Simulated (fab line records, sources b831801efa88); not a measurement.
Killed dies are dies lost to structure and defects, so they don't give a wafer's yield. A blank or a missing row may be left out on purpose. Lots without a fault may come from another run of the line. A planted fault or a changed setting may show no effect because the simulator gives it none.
fab line records | flow gf180mcu
record lots=5 wafers=15 last_day=34
route steps=602 shown HV_LDD@234 NSD@235 PSD@248 SAB@264
lots that met no fault: from a run of the same line without faults
start_h: hours from the record's first day to the start of the lot's first wafer shown | wait_h: hours since the lot's step before | " the same as in the row above | L1.1+2: a row that stands for several wafers | - no value, or no start given | * or withheld: withheld | < > ~ a bound
route shown NAME@n: a module of which the file shows steps, and the number in the route of the first | usual: mean/standard deviation of fault-free wafers | same: alike in all rows | chamber/n: place in a boat | sites: the reading at each site | _std_site: their standard deviation | _edge_site: outer sites' mean less inner sites' | radius_mm: how far each site lies from the wafer's centre | mask NAME#n: copy n | behind: the tool/chamber that last shaped the wafer | hold: why the lot was held/for how many hours/how that ended | device: the transistor (n, p or np) that didn't switch | end of line: the same wafers' tests at the end of the route | a step without rows: its recipe alone | killed: dies lost to structure and defects at the first sort, not the wafer's yield | map: a wafer's dies, x killed, . not, _ none there
set.NAME: the setting as run; set.NAME@STEP: as run at that earlier step | model.NAME: the simulator's own value behind a step, which no gauge read
lots at some steps of the route; a table a step, a row a wafer
services: from which hour (start_h, from the record's first day; less than 0 if before it) a tool's chamber was out of use, for how many hours, and why
## steps
# step GF_HV_LDD_ETCHBACK_58
# recipe chemistry=CH3F/O2 target=Si3N4 stop_on=SiO2 source_w=400 bias_w=80 pressure_mtorr=25 ch3f_flow_sccm=40 O2_flow_sccm=30 time_s=100 target_depth_a=900
# usual ch3f_flow_sccm=40.01/0.11 drypump_motor_current_A=5.8/0.45 oes_product_au=0.841/0.0061 throttle_valve_pct=10.560/0.0079
# same time_s=100
# columns lot.wafer tool chamber start_h wait_h ch3f_flow_sccm drypump_motor_current_A oes_product_au rf_hours_counter_h throttle_valve_pct
L079.1 rie_diel-02 1 323.05 0.1 39.98 5.6 0.839 23 10.563
L079.2 " 0 " " 40.12 6.1 0.823 13 10.559
L079.5 " 3 " " 39.99 5.4 0.836 - 10.553
L080.4 rie_diel-04 3 327.19 0.0 39.89 5.9 0.830 11 10.558
L080.5 " 2 " " 39.89 6.3 0.835 - 10.554
L080.6 " 1 " " 39.98 6.2 0.841 - 10.567
L081.1 rie_diel-02 2 330.05 0.1 39.89 5.2 0.844 100 10.569
L081.2 " 0 " " 40.18 6.1 0.846 14 10.546
L081.5 " 1 " " 39.78 5.7 0.849 - 10.558
L085.1 rie_diel-03 3 368.81 0.1 39.97 6.0 0.839 25 10.569
L085.4 " 0 " " 39.92 4.9 0.844 52 10.564
L085.6 " 1 " " 39.97 6.2 0.838 - 10.558
L096.2 rie_diel-03 2 449.92 0.0 40.10 6.3 0.844 1 10.549
L096.3 " 3 " " 40.04 6.0 0.845 27 10.567
L096.5 " 3 " " 40.10 6.0 0.848 - 10.561
# step GF_NSD_DEHYDRATE_00
# recipe temp_c=200 time_s=60
# usual heater_power_total_W=160.37/0.14
# same time_s=60
# columns lot.wafer tool chamber start_h wait_h heater_power_total_W
L079.1 litho_track-04 0 333.27 10.2 160.62
L079.2 " 0 " " 160.35
L079.5 " 0 " " 160.44
L080.4 litho_track-04 0 337.75 10.5 160.45
L080.5 " 0 " " 160.52
L080.6 " 0 " " 160.18
L081.1 litho_track-01 0 340.18 10.1 160.30
L081.2 " 0 " " 160.53
L081.5 " 0 " " 160.19
L085.1 litho_track-02 0 379.06 10.2 160.38
L085.4 " 0 " " 160.63
L085.6 " 0 " " 160.25
L096.2 litho_track-01 0 461.61 11.7 160.37
L096.3 " 0 " " 160.30
L096.5 " 0 " " 160.26
# step GF_NSD_HMDS_01
# recipe prime_time_s=60 prime_temp_c=120
# same prime_time_s=60
# columns lot.wafer tool chamber start_h wait_h
L079.1+2+5 litho_track-04 0 333.42 0.1
L080.4+5+6 litho_track-04 0 337.90 0.1
L081.1+2+5 litho_track-01 0 340.33 0.1
L085.1+4+6 litho_track-02 0 379.21 0.1
L096.2+3+5 litho_track-01 0 461.76 0.1
# step GF_NSD_COAT_02
# recipe resist=NOVOLAK spin_rpm=3000 resist_thk_nm=1000
# columns lot.wafer tool chamber start_h wait_h
L079.1+2+5 litho_track-04 0 333.57 0.1
L080.4+5+6 litho_track-04 0 338.05 0.1
L081.1+2+5 litho_track-01 0 340.48 0.1
L085.1+4+6 litho_track-02 0 379.36 0.1
L096.2+3+5 litho_track-01 0 461.91 0.1
# step GF_NSD_SOFTBAKE_03
# recipe temp_c=90 time_s=60 resist=NOVOLAK
# usual heater_power_total_W=56.59/0.044
# same time_s=60
# columns lot.wafer tool chamber start_h wait_h heater_power_total_W
L079.1 litho_track-04 0 333.72 0.1 56.62
L079.2 " 0 " " 56.50
L079.5 " 0 " " 56.55
L080.4 litho_track-04 0 338.20 0.1 56.57
L080.5 " 0 " " 56.58
L080.6 " 0 " " 56.62
L081.1 litho_track-01 0 340.63 0.1 56.58
L081.2 " 0 " " 56.53
L081.5 " 0 " " 56.68
L085.1 litho_track-02 0 379.51 0.1 56.64
L085.4 " 0 " " 56.55
L085.6 " 0 " " 56.56
L096.2 litho_track-01 0 462.06 0.1 56.64
L096.3 " 0 " " 56.52
L096.5 " 0 " " 56.60
# step GF_NSD_EXPOSE_04
# recipe mask_id=Nplus target_cd_nm=400 na=0.6 source_shape=conventional sigma_outer=0.6 dose_mj=140
# columns lot.wafer tool chamber start_h wait_h mask
L079.1+2+5 iline_stepper-02 0 - - Nplus#0
L080.4+5+6 iline_stepper-02 0 - - Nplus#0
L081.1+2+5 iline_stepper-01 0 - - Nplus#0
L085.1+4+6 iline_stepper-02 0 - - Nplus#0
L096.2+3+5 iline_stepper-01 0 - - Nplus#0
# step GF_NSD_PEB_05
# recipe temp_c=withheld time_s=* resist=NOVOLAK
# same time_s=*
# columns lot.wafer tool chamber start_h wait_h
L079.1+2+5 litho_track-01 0 - -
L080.4+5+6 litho_track-02 0 - -
L081.1+2+5 litho_track-01 0 - -
L085.1+4+6 litho_track-02 0 - -
L096.2+3+5 litho_track-01 0 - -
# step GF_NSD_DEVELOP_06
# recipe develop_time_s=60 dev_temp_c=23
# usual developer_temp_C=22.99/0.091
# columns lot.wafer tool chamber start_h wait_h developer_temp_C
L079.1 litho_track-01 0 344.38 0.1 23.12
L079.2 " 0 " " 22.97
L079.5 " 0 " " 23.08
L080.4 litho_track-02 0 348.13 0.1 22.99
L080.5 " 0 " " 22.93
L080.6 " 0 " " 22.87
L081.1 litho_track-01 0 350.83 0.1 23.19
L081.2 " 0 " " 23.02
L081.5 " 0 " " 23.09
L085.1 litho_track-02 0 391.25 0.1 23.06
L085.4 " 0 " " 23.00
L085.6 " 0 " " 23.07
L096.2 litho_track-01 0 473.56 0.1 22.94
L096.3 " 0 " " 22.91
L096.5 " 0 " " 22.95
# step GF_NSD_CD_MEAS_07
# recipe target_cd_nm=400
# usual cd_nm=400.4/2.2
# columns lot.wafer tool chamber start_h wait_h cd_nm
L079.1 cd_sem-01 - 344.53 0.1 402.2
L079.2 " - " " 403.3
L079.5 " - " " 400.2
L080.4 cd_sem-01 - 348.27 0.1 404.8
L080.5 " - " " 404.0
L080.6 " - " " 405.0
L081.1 cd_sem-01 - 350.98 0.1 400.8
L081.2 " - " " 398.6
L081.5 " - " " 397.2
L085.1 cd_sem-02 - 391.40 0.1 402.7
L085.4 " - " " 401.3
L085.6 " - " " 400.8
L096.2 cd_sem-01 - 473.70 0.1 396.4
L096.3 " - " " 396.4
L096.5 " - " " 396.5
# step GF_NSD_OVL_MEAS_08
# usual NSD_OVL=-0.6/1.4
# columns lot.wafer tool chamber start_h wait_h NSD_OVL[nm]
L079.1 overlay-01 - 344.65 0.1 0.0
L079.2 " - " " -1.0
L079.5 " - " " -1.2
L080.4 overlay-01 - 348.34 0.1 0.1
L080.5 " - " " 0.5
L080.6 " - " " -0.9
L081.1 overlay-02 - 351.10 0.1 0.1
L081.2 " - " " -1.2
L081.5 " - " " -0.4
L085.1 overlay-02 - 391.52 0.1 1.0
L085.4 " - " " 0.9
L085.6 " - " " -0.7
L096.2 overlay-02 - 473.81 0.1 0.2
L096.3 " - " " -0.6
L096.5 " - " " -0.8
# step GF_NSD_IMPLANT_09
# recipe species=As energy_kev=60 dose_cm2=4e+15 tilt_deg=7
# usual dose_ions_cm2=3.999e+15/4.3e+12 end_station_pressure_torr=1.42e-05/1.3e-06
# columns lot.wafer tool chamber start_h wait_h dose_ions_cm2 end_station_pressure_torr
L079.1 implanter-01 0 344.69 0.0 4.003e+15 1.25e-05
L079.2 " 0 " " 4.002e+15 1.34e-05
L079.5 " 0 " " 4.006e+15 1.32e-05
L080.4 implanter-02 0 348.44 0.1 3.995e+15 1.5e-05
L080.5 " 0 " " 4.002e+15 1.61e-05
L080.6 " 0 " " 3.995e+15 1.54e-05
L081.1 implanter-02 0 351.14 0.0 3.998e+15 1.63e-05
L081.2 " 0 " " 3.991e+15 1.41e-05
L081.5 " 0 " " 3.997e+15 1.69e-05
L085.1 implanter-02 0 391.56 0.0 3.993e+15 1.55e-05
L085.4 " 0 " " 4.002e+15 1.45e-05
L085.6 " 0 " " 4.002e+15 1.5e-05
L096.2 implanter-01 0 473.86 0.0 4.002e+15 1.33e-05
L096.3 " 0 " " 3.99e+15 1.22e-05
L096.5 " 0 " " 3.998e+15 1.34e-05
# step GF_NSD_IMPLANT_10
# recipe species=P energy_kev=40 dose_cm2=5e+14 tilt_deg=7
# usual dose_ions_cm2=4.999e+14/5.6e+11 end_station_pressure_torr=7.2e-06/3.5e-07
# columns lot.wafer tool chamber start_h wait_h dose_ions_cm2 end_station_pressure_torr
L079.1 implanter-01 0 344.84 0.1 5.003e+14 7.2e-06
L079.2 " 0 " " 5.005e+14 7.5e-06
L079.5 " 0 " " 4.991e+14 6.7e-06
L080.4 implanter-02 0 348.59 0.1 5.001e+14 7.2e-06
L080.5 " 0 " " 5.002e+14 7.8e-06
L080.6 " 0 " " 5.005e+14 7.5e-06
L081.1 implanter-02 0 351.29 0.1 4.988e+14 7.4e-06
L081.2 " 0 " " 4.999e+14 6.7e-06
L081.5 " 0 " " 4.995e+14 7e-06
L085.1 implanter-02 0 391.71 0.1 5.012e+14 7.2e-06
L085.4 " 0 " " 4.999e+14 7.4e-06
L085.6 " 0 " " 5.003e+14 7.1e-06
L096.2 implanter-01 0 474.01 0.1 4.997e+14 7.4e-06
L096.3 " 0 " " 5e+14 7.3e-06
L096.5 " 0 " " 5.005e+14 6.5e-06
# step GF_NSD_STRIP_11
# recipe chemistry=O2/N2 power_w=1400 pressure_mtorr=1500 platen_temp_c=250 o2_flow_sccm=3000 n2_flow_sccm=300 overash_fraction=0.5
# usual drypump_motor_current_A=5.6/0.49 heater_power_w=354/45 o2_flow_sccm=3002/7.9 oes_product_au=0.487/0.0048 platen_temp_c=250.01/0.2 strip_time_to_endpoint_s=22.97/0.036
# columns lot.wafer tool chamber start_h wait_h drypump_motor_current_A heater_power_w o2_flow_sccm oes_product_au platen_temp_c rf_hours_counter_h strip_time_to_endpoint_s
L079.1 plasma_asher-03 0 344.99 0.1 5.5 298 3015 0.496 249.96 70 22.97
L079.2 " 1 " " 6.1 407 3006 0.479 249.76 70 22.93
L079.5 " 1 " " 6.1 425 3006 0.485 249.96 - 22.94
L080.4 plasma_asher-04 1 348.69 0.1 6.2 351 3004 0.489 250.14 - 22.91
L080.5 " 0 " " 5.4 411 3004 0.482 249.94 - 22.91
L080.6 " 1 " " 6.2 355 2992 0.479 250.13 - 22.86
L081.1 plasma_asher-04 1 351.44 0.1 6.2 355 3006 0.486 249.72 24 22.99
L081.2 " 0 " " 5.4 419 3002 0.482 250.02 24 22.99
L081.5 " 0 " " 5.4 408 2984 0.493 249.80 - 23.02
L085.1 plasma_asher-03 1 391.86 0.1 6.1 419 2996 0.483 250.09 75 22.93
L085.4 " 0 " " 5.5 307 2993 0.481 249.79 - 22.94
L085.6 " 1 " " 6.1 417 2994 0.486 250.00 - 22.96
L096.2 plasma_asher-01 1 474.14 0.1 4.8 347 3014 0.489 249.88 83 22.97
L096.3 " 1 " " 4.8 349 3005 0.481 249.89 - 23.01
L096.5 " 0 " " 5.8 302 3005 0.486 249.96 - 22.97
# step GF_NSD_TW_MEAS_12
# usual NSD_TW=4269/43
# columns lot.wafer tool chamber start_h wait_h NSD_TW
L079.1 film_metro-02 - 345.10 0.1 4210
L079.2 " - " " 4219
L079.5 " - " " 4218
L080.4 film_metro-02 - 348.79 0.1 4197
L080.5 " - " " 4209
L080.6 " - " " 4206
L081.1 film_metro-02 - 351.54 0.1 4197
L081.2 " - " " 4205
L081.5 " - " " 4210
L085.1 film_metro-04 - 391.96 0.1 4272
L085.4 " - " " 4287
L085.6 " - " " 4250
L096.2 film_metro-03 - 474.25 0.1 4271
L096.3 " - " " 4275
L096.5 " - " " 4274
# step GF_PSD_DEHYDRATE_00
# recipe temp_c=200 time_s=60
# usual heater_power_total_W=160.37/0.13
# same time_s=60
# columns lot.wafer tool chamber start_h wait_h heater_power_total_W
L079.1 litho_track-02 0 355.01 9.9 160.49
L079.2 " 0 " " 160.57
L079.5 " 0 " " 160.38
L080.4 litho_track-03 0 359.26 10.5 160.29
L080.5 " 0 " " 160.30
L080.6 " 0 " " 160.66
L081.1 litho_track-04 0 361.77 10.2 160.54
L081.2 " 0 " " 160.67
L081.5 " 0 " " 160.22
L085.1 litho_track-03 0 402.33 10.4 160.60
L085.4 " 0 " " 160.27
L085.6 " 0 " " 160.30
L096.2 litho_track-02 0 486.08 11.8 160.51
L096.3 " 0 " " 160.47
L096.5 " 0 " " 160.25
# step GF_PSD_HMDS_01
# recipe prime_time_s=60 prime_temp_c=120
# same prime_time_s=60
# columns lot.wafer tool chamber start_h wait_h
L079.1+2+5 litho_track-02 0 355.16 0.1
L080.4+5+6 litho_track-03 0 359.41 0.1
L081.1+2+5 litho_track-04 0 361.92 0.1
L085.1+4+6 litho_track-03 0 402.48 0.1
L096.2+3+5 litho_track-02 0 486.23 0.1
# step GF_PSD_COAT_02
# recipe resist=NOVOLAK spin_rpm=3000 resist_thk_nm=1000
# columns lot.wafer tool chamber start_h wait_h
L079.1+2+5 litho_track-02 0 355.31 0.1
L080.4+5+6 litho_track-03 0 359.56 0.1
L081.1+2+5 litho_track-04 0 362.07 0.1
L085.1+4+6 litho_track-03 0 402.63 0.1
L096.2+3+5 litho_track-02 0 486.38 0.1
# step GF_PSD_SOFTBAKE_03
# recipe temp_c=90 time_s=60 resist=NOVOLAK
# usual heater_power_total_W=56.59/0.046
# same time_s=60
# columns lot.wafer tool chamber start_h wait_h heater_power_total_W
L079.1 litho_track-02 0 355.46 0.1 56.64
L079.2 " 0 " " 56.54
L079.5 " 0 " " 56.58
L080.4 litho_track-03 0 359.71 0.1 56.57
L080.5 " 0 " " 56.59
L080.6 " 0 " " 56.67
L081.1 litho_track-04 0 362.22 0.1 56.55
L081.2 " 0 " " 56.57
L081.5 " 0 " " 56.61
L085.1 litho_track-03 0 402.78 0.1 56.62
L085.4 " 0 " " 56.61
L085.6 " 0 " " 56.51
L096.2 litho_track-02 0 486.53 0.1 56.54
L096.3 " 0 " " 56.56
L096.5 " 0 " " 56.51
# step GF_PSD_EXPOSE_04
# recipe mask_id=Pplus target_cd_nm=400 na=0.6 source_shape=conventional sigma_outer=0.6 dose_mj=140
# columns lot.wafer tool chamber start_h wait_h mask
L079.1+2+5 iline_stepper-02 0 - - Pplus#0
L080.4+5+6 iline_stepper-02 0 - - Pplus#0
L081.1+2+5 iline_stepper-02 0 - - Pplus#0
L085.1+4+6 iline_stepper-01 0 - - Pplus#0
L096.2+3+5 iline_stepper-01 0 - - Pplus#0
# step GF_PSD_PEB_05
# recipe temp_c=withheld time_s=* resist=NOVOLAK
# same time_s=*
# columns lot.wafer tool chamber start_h wait_h
L079.1+2+5 litho_track-03 0 - -
L080.4+5+6 litho_track-02 0 - -
L081.1+2+5 litho_track-02 0 - -
L085.1+4+6 litho_track-04 0 - -
L096.2+3+5 litho_track-03 0 - -
# step GF_PSD_DEVELOP_06
# recipe develop_time_s=60 dev_temp_c=23
# usual developer_temp_C=23.01/0.11
# columns lot.wafer tool chamber start_h wait_h developer_temp_C
L079.1 litho_track-03 0 366.98 0.1 23.04
L079.2 " 0 " " 22.95
L079.5 " 0 " " 23.02
L080.4 litho_track-02 0 370.38 0.1 23.07
L080.5 " 0 " " 23.23
L080.6 " 0 " " 22.95
L081.1 litho_track-02 0 372.96 0.1 23.20
L081.2 " 0 " " 23.11
L081.5 " 0 " " 23.03
L085.1 litho_track-04 0 413.82 0.1 23.10
L085.4 " 0 " " 22.88
L085.6 " 0 " " 23.07
L096.2 litho_track-03 0 497.81 0.1 23.13
L096.3 " 0 " " 23.07
L096.5 " 0 " " 23.00
# step GF_PSD_CD_MEAS_07
# recipe target_cd_nm=400
# usual cd_nm=401.0/1.9
# columns lot.wafer tool chamber start_h wait_h cd_nm
L079.1 cd_sem-01 - 367.13 0.1 400.4
L079.2 " - " " 402.8
L079.5 " - " " 400.8
L080.4 cd_sem-02 - 370.52 0.1 403.1
L080.5 " - " " 403.3
L080.6 " - " " 404.8
L081.1 cd_sem-01 - 373.11 0.1 403.1
L081.2 " - " " 402.1
L081.5 " - " " 401.8
L085.1 cd_sem-02 - 413.97 0.1 401.2
L085.4 " - " " 402.7
L085.6 " - " " 402.6
L096.2 cd_sem-01 - 497.99 0.2 400.9
L096.3 " - " " 398.7
L096.5 " - " " 398.2
# step GF_PSD_OVL_MEAS_08
# usual PSD_OVL=2.2/1.3
# columns lot.wafer tool chamber start_h wait_h PSD_OVL[nm]
L079.1 overlay-01 - 367.25 0.1 0.0
L079.2 " - " " 0.3
L079.5 " - " " 0.3
L080.4 overlay-02 - 370.59 0.1 2.3
L080.5 " - " " 2.0
L080.6 " - " " 2.9
L081.1 overlay-02 - 373.23 0.1 1.5
L081.2 " - " " 3.4
L081.5 " - " " 2.3
L085.1 overlay-02 - 414.09 0.1 1.7
L085.4 " - " " 3.5
L085.6 " - " " 2.6
L096.2 overlay-01 - 498.10 0.1 0.7
L096.3 " - " " 0.3
L096.5 " - " " 0.7
# step GF_PSD_IMPLANT_09
# recipe species=BF2 energy_kev=40 dose_cm2=1.5e+15 tilt_deg=7
# usual dose_ions_cm2=1.5002e+15/1.4e+12 end_station_pressure_torr=1.18e-05/5.7e-07
# columns lot.wafer tool chamber start_h wait_h dose_ions_cm2 end_station_pressure_torr
L079.1 implanter-03 0 367.29 0.0 1.4984e+15 1.2e-05
L079.2 " 0 " " 1.5003e+15 1.23e-05
L079.5 " 0 " " 1.4987e+15 1.24e-05
L080.4 implanter-04 0 370.83 0.2 1.4997e+15 1.21e-05
L080.5 " 0 " " 1.4994e+15 1.11e-05
L080.6 " 0 " " 1.5004e+15 1.04e-05
L081.1 implanter-04 0 373.26 0.0 1.5002e+15 1.05e-05
L081.2 " 0 " " 1.5011e+15 1.2e-05
L081.5 " 0 " " 1.5012e+15 1.17e-05
L085.1 implanter-04 0 414.14 0.0 1.5003e+15 1.16e-05
L085.4 " 0 " " 1.503e+15 1.18e-05
L085.6 " 0 " " 1.5031e+15 1.2e-05
L096.2 implanter-03 0 498.15 0.0 1.4998e+15 1.17e-05
L096.3 " 0 " " 1.5008e+15 1.09e-05
L096.5 " 0 " " 1.5018e+15 1.23e-05
# step GF_PSD_STRIP_10
# recipe chemistry=O2/N2 power_w=1400 pressure_mtorr=1500 platen_temp_c=250 o2_flow_sccm=3000 n2_flow_sccm=300 overash_fraction=0.5
# usual drypump_motor_current_A=5.8/0.47 heater_power_w=351/47 o2_flow_sccm=2999/9.5 oes_product_au=0.592/0.0043 platen_temp_c=249.99/0.17 strip_time_to_endpoint_s=16.53/0.031
# columns lot.wafer tool chamber start_h wait_h drypump_motor_current_A heater_power_w o2_flow_sccm oes_product_au platen_temp_c rf_hours_counter_h strip_time_to_endpoint_s
L079.1 plasma_asher-03 1 367.44 0.1 6.1 403 2977 0.591 250.08 74 16.59
L079.2 " 0 " " 5.5 300 2981 0.602 249.95 74 16.53
L079.5 " 0 " " 5.5 303 2992 0.588 249.76 - 16.52
L080.4 plasma_asher-04 1 370.94 0.1 6.2 346 2999 0.595 250.19 - 16.56
L080.5 " 0 " " 5.4 411 3000 0.597 249.90 - 16.53
L080.6 " 1 " " 6.2 355 3005 0.597 249.81 - 16.50
L081.1 plasma_asher-02 0 373.41 0.1 5.1 300 3004 0.596 249.86 60 16.53
L081.2 " 1 " " 6.3 338 3005 0.590 250.15 60 16.52
L081.5 " 0 " " 5.1 308 3003 0.590 250.28 - 16.50
L085.1 plasma_asher-02 0 414.29 0.1 5.1 306 2990 0.594 249.64 64 16.57
L085.4 " 0 " " 5.1 305 2992 0.588 249.81 - 16.52
L085.6 " 1 " " 6.3 340 2987 0.589 249.98 - 16.51
L096.2 plasma_asher-03 1 498.28 0.1 6.1 408 3011 0.587 249.95 7 16.58
L096.3 " 1 " " 6.1 420 3017 0.594 250.25 - 16.56
L096.5 " 1 " " 6.1 417 3022 0.596 250.24 - 16.56
# step GF_PSD_TW_MEAS_11
# usual PSD_TW=3186/37
# columns lot.wafer tool chamber start_h wait_h PSD_TW
L079.1 film_metro-03 - 367.54 0.1 3205
L079.2 " - " " 3199
L079.5 " - " " 3215
L080.4 film_metro-02 - 371.04 0.1 3141
L080.5 " - " " 3139
L080.6 " - " " 3135
L081.1 film_metro-02 - 373.51 0.1 3144
L081.2 " - " " 3137
L081.5 " - " " 3143
L085.1 film_metro-03 - 414.39 0.1 3191
L085.4 " - " " 3198
L085.6 " - " " 3186
L096.2 film_metro-04 - 498.39 0.1 3233
L096.3 " - " " 3260
L096.5 " - " " 3221
# step GF_PSD_CLEAN_12
# recipe chemistry=SC1/SC2 mix=1:4:20 temp_c=70 time_s=150 dry=n2_spin
# usual bath_guard_temp_C=70.0/0.38 temp_c=69.97/0.11
# same time_s=150
# columns lot.wafer tool chamber start_h wait_h bath_guard_temp_C temp_c
L079.1 wet_bench-02 3 367.60 0.1 70.3 69.92
L079.2 " 3 " " 70.5 70.00
L079.5 " 3 " " 70.5 69.97
L080.4 wet_bench-03 3 371.07 0.0 69.7 69.96
L080.5 " 3 " " 69.6 70.04
L080.6 " 3 " " 69.8 69.94
L081.1 wet_bench-03 0 373.57 0.1 70.4 69.97
L081.2 " 0 " " 70.5 70.21
L081.5 " 0 " " 70.5 70.23
L085.1 wet_bench-04 1 414.45 0.1 69.7 69.96
L085.4 " 1 " " 69.6 69.93
L085.6 " 1 " " 69.5 69.95
L096.2 wet_bench-03 1 498.44 0.0 69.8 69.83
L096.3 " 1 " " 70.5 70.01
L096.5 " 1 " " 69.6 69.88
# step GF_PSD_RTA_13
# recipe temp_c=1025 time_s=20 ambient=N2
# usual anneal_temp_c_max=1030.8/1.1 lamp_power_pct=33.4/2 wafer_temp_C_max=1030.7/1.4
# same time_s=20
# columns lot.wafer tool chamber start_h wait_h anneal_temp_c_max lamp_power_pct wafer_temp_C_max
L079.1 rtp_anneal-01 0 367.65 0.0 1031.1 31.4 1030.7
L079.2 " 0 " " 1030.5 31.5 1032.8
L079.5 " 0 " " 1030.1 31.5 1031.4
L080.4 rtp_anneal-01 0 371.16 0.0 1032.6 31.4 1031.4
L080.5 " 0 " " 1032.8 31.4 1032.1
L080.6 " 0 " " 1031.1 31.4 1031.7
L081.1 rtp_anneal-01 0 373.62 0.0 1033.5 31.4 1030.2
L081.2 " 0 " " 1034.1 31.5 1030.6
L081.5 " 0 " " 1032.2 31.4 1032.3
L085.1 rtp_anneal-02 0 414.50 0.0 1029.9 35.4 1028.1
L085.4 " 0 " " 1029.1 35.4 1029.8
L085.6 " 0 " " 1028.8 35.4 1028.3
L096.2 rtp_anneal-02 0 498.50 0.0 1029.5 35.3 1028.1
L096.3 " 0 " " 1030.3 35.4 1028.6
L096.5 " 0 " " 1031.3 35.3 1031.4
# step GF_PSD_RS_MEAS_14
# recipe thk_meas_gauge=four-point-probe
# usual NSD_RS=46.11/0.089
# columns lot.wafer tool chamber start_h wait_h NSD_RS[ohm/sq]
L079.1 film_metro-02 - 367.73 0.1 46.05
L079.2 " - " " 46.18
L079.5 " - " " 46.24
L080.4 film_metro-03 - 371.26 0.1 46.17
L080.5 " - " " 46.29
L080.6 " - " " 46.15
L081.1 film_metro-03 - 373.70 0.1 46.06
L081.2 " - " " 46.22
L081.5 " - " " 46.06
L085.1 film_metro-02 - 414.67 0.1 46.12
L085.4 " - " " 46.21
L085.6 " - " " 46.18
L096.2 film_metro-03 - 498.59 0.1 46.04
L096.3 " - " " 46.09
L096.5 " - " " 46.04
# step GF_PSD_RS_MEAS_15
# recipe thk_meas_gauge=four-point-probe
# usual PSD_RS=108.50/0.25
# columns lot.wafer tool chamber start_h wait_h PSD_RS[ohm/sq]
L079.1 film_metro-02 - 367.85 0.1 108.23
L079.2 " - " " 108.32
L079.5 " - " " 108.15
L080.4 film_metro-03 - 371.38 0.1 108.21
L080.5 " - " " 108.78
L080.6 " - " " 108.51
L081.1 film_metro-03 - 373.82 0.1 108.38
L081.2 " - " " 108.62
L081.5 " - " " 108.45
L085.1 film_metro-02 - 414.79 0.1 108.74
L085.4 " - " " 108.61
L085.6 " - " " 109.00
L096.2 film_metro-03 - 498.71 0.1 108.48
L096.3 " - " " 108.40
L096.5 " - " " 108.67
# step GF_SAB_CVD_00
# recipe material=SiO2 target_thk_nm=50 precursor=TEOS temp_c=400 time_s=4.9302 rf_w=600
# usual heater_power_w=638/73
# same time_s=4.9302
# columns lot.wafer tool chamber start_h wait_h heater_power_w
L079.1 pecvd-04 1 367.97 0.1 562
L079.2 " 0 " " 725
L079.5 " 0 " " 734
L080.4 pecvd-04 0 371.45 0.0 679
L080.5 " 1 " " 600
L080.6 " 2 " " 694
L081.1 pecvd-03 1 373.94 0.1 598
L081.2 " 0 " " 595
L081.5 " 2 " " 784
L085.1 pecvd-03 2 414.91 0.1 623
L085.4 " 1 " " 631
L085.6 " 2 " " 660
L096.2 pecvd-03 0 498.81 0.1 509
L096.3 " 2 " " 668
L096.5 " 2 " " 659
# step GF_SAB_THK_MEAS_01
# recipe reads=SiO2_of_SAB_CVD_00
# usual SAB_CVD_00_THK=50.0/0.7
# columns lot.wafer tool chamber start_h wait_h SAB_CVD_00_THK[nm]
L079.1 film_metro-03 - 367.99 0.0 48.9
L079.2 " - " " 49.3
L079.5 " - " " 50.3
L080.4 film_metro-01 - 371.49 0.0 50.8
L080.5 " - " " 50.4
L080.6 " - " " 48.9
L081.1 film_metro-04 - 373.96 0.0 50.0
L081.2 " - " " 49.1
L081.5 " - " " 50.8
L085.1 film_metro-04 - 414.93 0.0 49.5
L085.4 " - " " 50.7
L085.6 " - " " 50.3
L096.2 film_metro-04 - 498.84 0.0 50.2
L096.3 " - " " 50.8
L096.5 " - " " 51.5
# step GF_SAB_DEHYDRATE_02
# recipe temp_c=200 time_s=60
# usual heater_power_total_W=160.37/0.12
# same time_s=60
# columns lot.wafer tool chamber start_h wait_h heater_power_total_W
L079.1 litho_track-03 0 378.13 10.1 160.20
L079.2 " 0 " " 160.46
L079.5 " 0 " " 160.40
L080.4 litho_track-02 0 382.53 11.0 160.23
L080.5 " 0 " " 160.57
L080.6 " 0 " " 160.51
L081.1 litho_track-01 0 384.83 10.9 160.37
L081.2 " 0 " " 160.29
L081.5 " 0 " " 160.65
L085.1 litho_track-03 0 426.28 11.3 160.49
L085.4 " 0 " " 160.51
L085.6 " 0 " " 160.61
L096.2 litho_track-01 0 509.66 10.8 160.57
L096.3 " 0 " " 160.44
L096.5 " 0 " " 160.30
# step GF_SAB_HMDS_03
# recipe prime_time_s=60 prime_temp_c=120
# same prime_time_s=60
# columns lot.wafer tool chamber start_h wait_h
L079.1+2+5 litho_track-03 0 378.28 0.1
L080.4+5+6 litho_track-02 0 382.68 0.1
L081.1+2+5 litho_track-01 0 384.98 0.1
L085.1+4+6 litho_track-03 0 426.43 0.1
L096.2+3+5 litho_track-01 0 509.81 0.1
# step GF_SAB_COAT_04
# recipe resist=NOVOLAK spin_rpm=3000 resist_thk_nm=1000
# columns lot.wafer tool chamber start_h wait_h
L079.1+2+5 litho_track-03 0 378.43 0.1
L080.4+5+6 litho_track-02 0 382.83 0.1
L081.1+2+5 litho_track-01 0 385.13 0.1
L085.1+4+6 litho_track-03 0 426.58 0.1
L096.2+3+5 litho_track-01 0 509.96 0.1
# step GF_SAB_SOFTBAKE_05
# recipe temp_c=90 time_s=60 resist=NOVOLAK
# usual heater_power_total_W=56.60/0.048
# same time_s=60
# columns lot.wafer tool chamber start_h wait_h heater_power_total_W
L079.1 litho_track-03 0 378.58 0.1 56.66
L079.2 " 0 " " 56.56
L079.5 " 0 " " 56.62
L080.4 litho_track-02 0 382.98 0.1 56.62
L080.5 " 0 " " 56.64
L080.6 " 0 " " 56.63
L081.1 litho_track-01 0 385.28 0.1 56.64
L081.2 " 0 " " 56.58
L081.5 " 0 " " 56.68
L085.1 litho_track-03 0 426.73 0.1 56.62
L085.4 " 0 " " 56.63
L085.6 " 0 " " 56.51
L096.2 litho_track-01 0 510.11 0.1 56.55
L096.3 " 0 " " 56.58
L096.5 " 0 " " 56.54
## services
# columns tool chamber start_h hours kind
implanter-01 - 304.57 1.8 repair
implanter-02 - 321.69 4.6 pm
rtp_anneal-01 - 322.62 0.7 pm
iline_stepper-02 - 343.63 4.8 repair
iline_stepper-01 - 351.48 4.7 repair
implanter-04 - 352.72 3.5 pm
iline_stepper-01 - 358.76 7.0 repair
implanter-02 - 366.06 5.8 pm
plasma_asher-03 - 370.03 10.5 repair
pecvd-03 - 390.61 0.9 repair
implanter-01 - 391.52 2.2 repair
implanter-02 - 398.87 1.4 repair
plasma_asher-04 - 410.05 0.5 repair
plasma_asher-03 - 421.25 9.0 pm
implanter-04 - 427.97 2.9 repair
plasma_asher-04 - 449.95 4.3 pm
iline_stepper-02 - 450.93 1.7 pm
rtp_anneal-01 - 468.43 0.5 repair
pecvd-03 2 479.93 6.9 repair
iline_stepper-01 - 484.73 1.7 pm
pecvd-03 1 486.13 10.1 repair
plasma_asher-03 - 491.11 1.9 repair
implanter-02 - 491.73 2.9 repair
implanter-02 - 506.23 115.5 pm
## key
fault none
